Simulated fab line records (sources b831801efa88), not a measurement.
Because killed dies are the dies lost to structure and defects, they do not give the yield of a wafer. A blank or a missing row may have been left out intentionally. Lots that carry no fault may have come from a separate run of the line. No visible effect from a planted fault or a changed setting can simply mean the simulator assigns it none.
Which of the tools did it? :: flow sky130 :: 11 lots with 33 wafers sampled at 5 steps, on a route of 708 steps

WHAT THE GAUGES READ, wafer by wafer
SKY_CONTACT_BOW_MEAS_05.
lot: L385
measured: day 30 23:26
on: film-metro-03
CONTACT_BOW (um): 74 76 75

lot: L386
measured: day 31 06:02
on: film-metro-03
CONTACT_BOW (um): 84 68 88

lot: L389
measured: day 32 05:20
on: film-metro-02
CONTACT_BOW (um): 81 89 93

lot: L387
measured: day 32 07:28
on: film-metro-02
CONTACT_BOW (um): 77 87 87

lot: L391
measured: day 32 23:02
on: film-metro-02
CONTACT_BOW (um): 84 86 83

lot: L395
measured: day 34 06:53
on: film-metro-01
CONTACT_BOW (um): 84 79 86

lot: L396
measured: day 34 16:16
on: film-metro-01
CONTACT_BOW (um): 87 76 75

lot: L404
measured: day 37 01:32
on: film-metro-03
CONTACT_BOW (um): 81 91 80

lot: L405
measured: day 37 11:27
on: film-metro-01
CONTACT_BOW (um): 69 72 74

lot: L406
measured: day 37 16:01
on: film-metro-02
CONTACT_BOW (um): 85 75 86

lot: L407
measured: day 38 02:37
on: film-metro-02
CONTACT_BOW (um): 73 87 91

WHICH TOOL RAN EACH LOT (tool, then ch and the chambers of the sampled wafers, then the start)
lot: L385
SKY_GATE_OXIDE_STRIP_13: plasma-asher-01 ch 0,1, day 14 09:28
SKY_LDD_N_COAT_02: litho-track-03 ch 0, day 17 16:17
SKY_LDD_N_STRIP_16: plasma-asher-03 ch 0,1, day 18 09:01
SKY_SD_N_RTA_14: rtp-anneal-02 ch 0, day 28 11:27

lot: L386
SKY_GATE_OXIDE_STRIP_13: plasma-asher-04 ch 0, day 14 13:01
SKY_LDD_N_COAT_02: litho-track-03 ch 0, day 17 20:53
SKY_LDD_N_STRIP_16: plasma-asher-03 ch 0, day 18 13:14
SKY_SD_N_RTA_14: rtp-anneal-01 ch 0, day 28 16:54

lot: L389
SKY_GATE_OXIDE_STRIP_13: plasma-asher-04 ch 0,1, day 15 16:35
SKY_LDD_N_COAT_02: litho-track-02 ch 0, day 19 00:46
SKY_LDD_N_STRIP_16: plasma-asher-01 ch 0,1, day 19 17:25
SKY_SD_N_RTA_14: rtp-anneal-02 ch 0, day 29 18:47

lot: L387
SKY_GATE_OXIDE_STRIP_13: plasma-asher-01 ch 0,1, day 15 16:52
SKY_LDD_N_COAT_02: litho-track-02 ch 0, day 19 02:01
SKY_LDD_N_STRIP_16: plasma-asher-01 ch 0,1, day 19 18:10
SKY_SD_N_RTA_14: rtp-anneal-01 ch 0, day 29 20:56

lot: L391
SKY_GATE_OXIDE_STRIP_13: plasma-asher-01 ch 0,1, day 16 08:39
SKY_LDD_N_COAT_02: litho-track-01 ch 0, day 19 20:25
SKY_LDD_N_STRIP_16: plasma-asher-01 ch 0,1, day 20 13:46
SKY_SD_N_RTA_14: rtp-anneal-02 ch 0, day 30 12:20

lot: L395
SKY_GATE_OXIDE_STRIP_13: plasma-asher-01 ch 0,1, day 17 18:32
SKY_LDD_N_COAT_02: litho-track-01 ch 0, day 21 10:55
SKY_LDD_N_STRIP_16: plasma-asher-04 ch 0,1, day 22 03:32
SKY_SD_N_RTA_14: rtp-anneal-02 ch 0, day 31 21:13

lot: L396
SKY_GATE_OXIDE_STRIP_13: plasma-asher-02 ch 0,1, day 18 03:18
SKY_LDD_N_COAT_02: litho-track-01 ch 0, day 21 17:49
SKY_LDD_N_STRIP_16: plasma-asher-04 ch 0,1, day 22 10:31
SKY_SD_N_RTA_14: rtp-anneal-01 ch 0, day 32 05:31

lot: L404
SKY_GATE_OXIDE_STRIP_13: plasma-asher-04 ch 0,1, day 21 02:42
SKY_LDD_N_COAT_02: litho-track-02 ch 0, day 24 14:46
SKY_LDD_N_STRIP_16: plasma-asher-04 ch 0,1, day 25 06:20
SKY_SD_N_RTA_14: rtp-anneal-01 ch 0, day 34 17:58

lot: L405
SKY_GATE_OXIDE_STRIP_13: plasma-asher-02 ch 1, day 21 16:47
SKY_LDD_N_COAT_02: litho-track-02 ch 0, day 25 01:29
SKY_LDD_N_STRIP_16: plasma-asher-04 ch 0,1, day 25 17:23
SKY_SD_N_RTA_14: rtp-anneal-02 ch 0, day 35 03:35

lot: L406
SKY_GATE_OXIDE_STRIP_13: plasma-asher-04 ch 0,1, day 21 22:23
SKY_LDD_N_COAT_02: litho-track-02 ch 0, day 25 06:01
SKY_LDD_N_STRIP_16: plasma-asher-03 ch 0,1, day 25 23:16
SKY_SD_N_RTA_14: rtp-anneal-01 ch 0, day 35 08:16

lot: L407
SKY_GATE_OXIDE_STRIP_13: plasma-asher-01 ch 0,1, day 22 06:40
SKY_LDD_N_COAT_02: litho-track-02 ch 0, day 25 18:05
SKY_LDD_N_STRIP_16: plasma-asher-01 ch 0,1, day 26 09:59
SKY_SD_N_RTA_14: rtp-anneal-02 ch 0, day 35 18:25
- SKY_GATE_OXIDE_STRIP_13: strips in O2/N2.
- SKY_LDD_N_COAT_02: resist thk 300 nm.
- SKY_LDD_N_STRIP_16: strips in O2/N2.
- SKY_SD_N_RTA_14: time 2 s.

THE ANSWER, worked out from the rows above alone
Rule: usual is defined by the lots themselves. Put in order of their means at a reading, lots are off if they are a third of the lots or fewer, leave a main group of 4 or more, and stand apart from it by a gap of 3 or more times the standard deviation of the main group's means; of several such gaps the widest counts. If all means in a main group match to the digits the tables above print for the reading, that group is not used. A lot without any number at a reading at which 4 lots or more have one is off too. All remaining lots with rows at the step are treated as sound.
Nothing can be told from this: no lot is off at any reading shown.

WHAT THE SIMULATOR PUT IN
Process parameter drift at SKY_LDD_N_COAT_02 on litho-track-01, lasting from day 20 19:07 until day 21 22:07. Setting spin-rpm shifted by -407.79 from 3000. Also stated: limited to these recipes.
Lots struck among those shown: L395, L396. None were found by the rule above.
